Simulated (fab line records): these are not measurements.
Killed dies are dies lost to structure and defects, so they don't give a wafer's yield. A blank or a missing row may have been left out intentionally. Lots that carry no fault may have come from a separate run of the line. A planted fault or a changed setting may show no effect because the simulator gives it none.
What tool caused it? -- flow sky130 -- Sampling: 11 lots, 33 wafers, 5 of 708 route steps

## WHAT EACH GAUGE READ, for each wafer
SKY_SD_N_CD_MEAS_07: target cd 380 nm. Usual: cdNm 380.8 nm, standard deviation 2.1.
lot,measured,on,cdNm (nm),flag
L474,day 28 23:34,cdSem-01,381.5 378.5 380.5,
L475,day 29 13:31,cdSem-02,380.5 381.6 382.1,
L478,day 29 22:43,cdSem-01,378.0 377.5 378.9,
L479,day 30 09:41,cdSem-01,380.8 382.7 381.8,
L480,day 30 14:26,cdSem-01,383.5 382.3 383.1,
L482,day 31 09:05,cdSem-01,378.1 380.4 374.4,
L485,day 31 22:07,cdSem-02,382.8 380.6 380.6,
L489,day 33 15:51,cdSem-02,381.4 382.4 381.0,
L490,day 33 13:01,cdSem-02,381.8 381.1 381.7,
L495,day 35 06:48,cdSem-01,384.4 386.6 384.3,
L494,day 35 02:16,cdSem-01,381.5 378.1 377.9,

SKY_VIA1_CD_MEAS_12: target cd 150 nm. Usual: cdNm 149.9 nm, standard deviation 1.4.
lot,measured,on,cdNm (nm),flag
L474,day 35 01:58,cdSem-02,149.7 149.9 149.2,
L475,day 35 13:07,cdSem-01,150.3 149.0 150.5,
L478,day 35 21:22,cdSem-01,150.4 150.6 149.4,
L479,day 36 08:04,cdSem-01,149.3 150.6 149.5,
L480,day 36 11:58,cdSem-01,149.6 150.7 148.6,
L482,day 37 06:19,cdSem-02,150.8 150.7 150.0,
L485,day 37 19:47,cdSem-02,149.5 148.1 148.6,
L489,day 39 08:54,cdSem-02,150.2 150.9 148.8,
L490,day 39 07:05,cdSem-01,150.5 150.6 150.7,
L495,day 40 21:35,cdSem-01,148.1 150.4 149.3,
L494,day 40 19:55,cdSem-01,149.5 151.7 148.1,

## EACH LOT AND THE TOOL THAT RAN IT (in order: tool; ch and the chambers of the sampled wafers; start)
lot,SKY_SONOS_ONO_ETCH_15,SKY_SONOS_ONO_STRIP_17,SKY_GATE_OXIDE_STRIP_13
L474,"rieDiel-02 ch 2,3, day 13 17:53","plasmaAsher-01 ch 0,1, day 13 17:59","plasmaAsher-04 ch 0,1, day 14 23:32"
L475,"rieDiel-02 ch 2,3, day 14 05:13","plasmaAsher-01 ch 0,1, day 14 05:21","plasmaAsher-01 ch 0,1, day 15 10:14"
L478,"rieDiel-03 ch 1,2,3, day 14 12:28","plasmaAsher-04 ch 0,1, day 14 12:35","plasmaAsher-01 ch 0,1, day 15 17:29"
L479,"rieDiel-03 ch 1,2,3, day 15 03:40","plasmaAsher-03 ch 0,1, day 15 03:46","plasmaAsher-04 ch 0,1, day 16 09:15"
L480,"rieDiel-03 ch 0,1,2, day 15 06:16","plasmaAsher-04 ch 0,1, day 15 06:23","plasmaAsher-04 ch 0,1, day 16 12:46"
L482,"rieDiel-04 ch 0,3, day 16 00:38","plasmaAsher-03 ch 0,1, day 16 00:44","plasmaAsher-01 ch 0,1, day 17 08:19"
L485,"rieDiel-03 ch 0,1,2, day 16 17:44","plasmaAsher-04 ch 0, day 16 17:50","plasmaAsher-04 ch 0,1, day 18 01:18"
L489,"rieDiel-03 ch 0,2,3, day 18 11:16","plasmaAsher-01 ch 1, day 18 11:22","plasmaAsher-01 ch 1, day 19 22:26"
L490,"rieDiel-02 ch 1,2, day 18 13:23","plasmaAsher-04 ch 1, day 18 13:29","plasmaAsher-04 ch 0,1, day 19 22:00"
L495,"rieDiel-02 ch 0,3, day 20 07:52","plasmaAsher-04 ch 0,1, day 20 08:01","plasmaAsher-01 ch 0,1, day 21 18:44"
L494,"rieDiel-04 ch 1,3, day 20 08:10","plasmaAsher-01 ch 0, day 20 08:16","plasmaAsher-04 ch 0,1, day 21 18:27"
- SKY_SONOS_ONO_ETCH_15: etches the open film in CHF3/O2, target depth 19.52 nm, time 7.8 s.
- SKY_SONOS_ONO_STRIP_17: strips in O2/N2.
- SKY_GATE_OXIDE_STRIP_13: strips in O2/N2.

## WHAT THE TOOLS THEMSELVES READ (means of the sampled wafers that have a number; where no wafer has one, the mark that the record gives instead)
SKY_SONOS_ONO_ETCH_15. Usual: biasW 199.9 W, standard deviation 0.65; drypumpMotorCurrentA 5.6 A, standard deviation 0.46; oesProductAu 1.004 a.u., standard deviation 0.014; rfFwdPowerW 589 W, standard deviation 3.2; throttleValvePct 8.825 %, standard deviation 0.0093.
lot,tool,biasW (W),drypumpMotorCurrentA (A),oesProductAu (a.u.),rfFwdPowerW (W),throttleValvePct (%),flag
L474,rieDiel-02,199.8,5.4,1.007,588,8.817,
L475,rieDiel-02,199.6,5.4,1.006,589,8.830,
L478,rieDiel-03,200.3,5.4,1.001,590,8.822,
L479,rieDiel-03,199.4,5.5,1.001,590,8.824,
L480,rieDiel-03,200.0,5.2,1.006,591,8.818,
L482,rieDiel-04,200.4,5.8,0.997,588,8.819,
L485,rieDiel-03,199.7,5.3,0.999,593,8.824,
L489,rieDiel-03,199.7,5.6,1.005,592,8.827,
L490,rieDiel-02,200.1,5.3,1.011,588,8.829,
L495,rieDiel-02,200.2,6.1,1.002,592,8.821,
L494,rieDiel-04,199.7,5.9,0.998,589,8.830,

SKY_SONOS_ONO_STRIP_17. Usual: drypumpMotorCurrentA 5.8 A, standard deviation 0.5; oesProductAu 0.710 a.u., standard deviation 0.0049; stripTimeToEndpointS 14.10 s, standard deviation 0.044.
lot,tool,drypumpMotorCurrentA (A),oesProductAu (a.u.),stripTimeToEndpointS (s),flag
L474,plasmaAsher-01,6.1,0.708,14.05,
L475,plasmaAsher-01,5.9,0.707,14.12,
L478,plasmaAsher-04,5.9,0.708,14.08,
L479,plasmaAsher-03,5.4,0.710,14.04,
L480,plasmaAsher-04,5.8,0.711,14.14,
L482,plasmaAsher-03,5.4,0.709,14.13,
L485,plasmaAsher-04,5.8,0.714,14.16,
L489,plasmaAsher-01,5.6,0.714,14.03,
L490,plasmaAsher-04,6.0,0.707,14.05,
L495,plasmaAsher-04,5.9,0.711,14.14,
L494,plasmaAsher-01,6.4,0.705,14.05,

SKY_GATE_OXIDE_STRIP_13. Usual: drypumpMotorCurrentA 5.8 A, standard deviation 0.36; oesProductAu 0.716 a.u., standard deviation 0.0049; stripTimeToEndpointS 14.18 s, standard deviation 0.035.
lot,tool,drypumpMotorCurrentA (A),oesProductAu (a.u.),stripTimeToEndpointS (s),flag
L474,plasmaAsher-04,5.9,0.716,14.25,
L475,plasmaAsher-01,5.9,0.713,14.20,
L478,plasmaAsher-01,6.1,0.717,14.16,
L479,plasmaAsher-04,5.8,0.719,14.17,
L480,plasmaAsher-04,5.9,0.713,14.17,
L482,plasmaAsher-01,6.1,0.715,14.17,
L485,plasmaAsher-04,5.9,0.718,14.27,
L489,plasmaAsher-01,5.6,0.713,14.18,
L490,plasmaAsher-04,5.9,0.719,14.20,
L495,plasmaAsher-01,5.9,0.716,14.20,
L494,plasmaAsher-04,5.8,0.717,14.19,

## THE ANSWER, worked out from the rows above alone
Rule: a lot is off if the mean of its wafers that have a number lies more than 3 standard deviations from the usual mean. A lot without any number at a reading at which 4 lots or more have one is off too. Any other lot the step has rows for is counted as sound. The gauges are gone through in route order, then the tools' own readings, and for those a lot's mean is taken as printed above. At the first step where some lot is off, the reading lying furthest off is the one used; lots without a number count as furthest.
Across all readings shown, no lot is off: no conclusion can be drawn from this.

## WHAT THE SIMULATOR PUT IN
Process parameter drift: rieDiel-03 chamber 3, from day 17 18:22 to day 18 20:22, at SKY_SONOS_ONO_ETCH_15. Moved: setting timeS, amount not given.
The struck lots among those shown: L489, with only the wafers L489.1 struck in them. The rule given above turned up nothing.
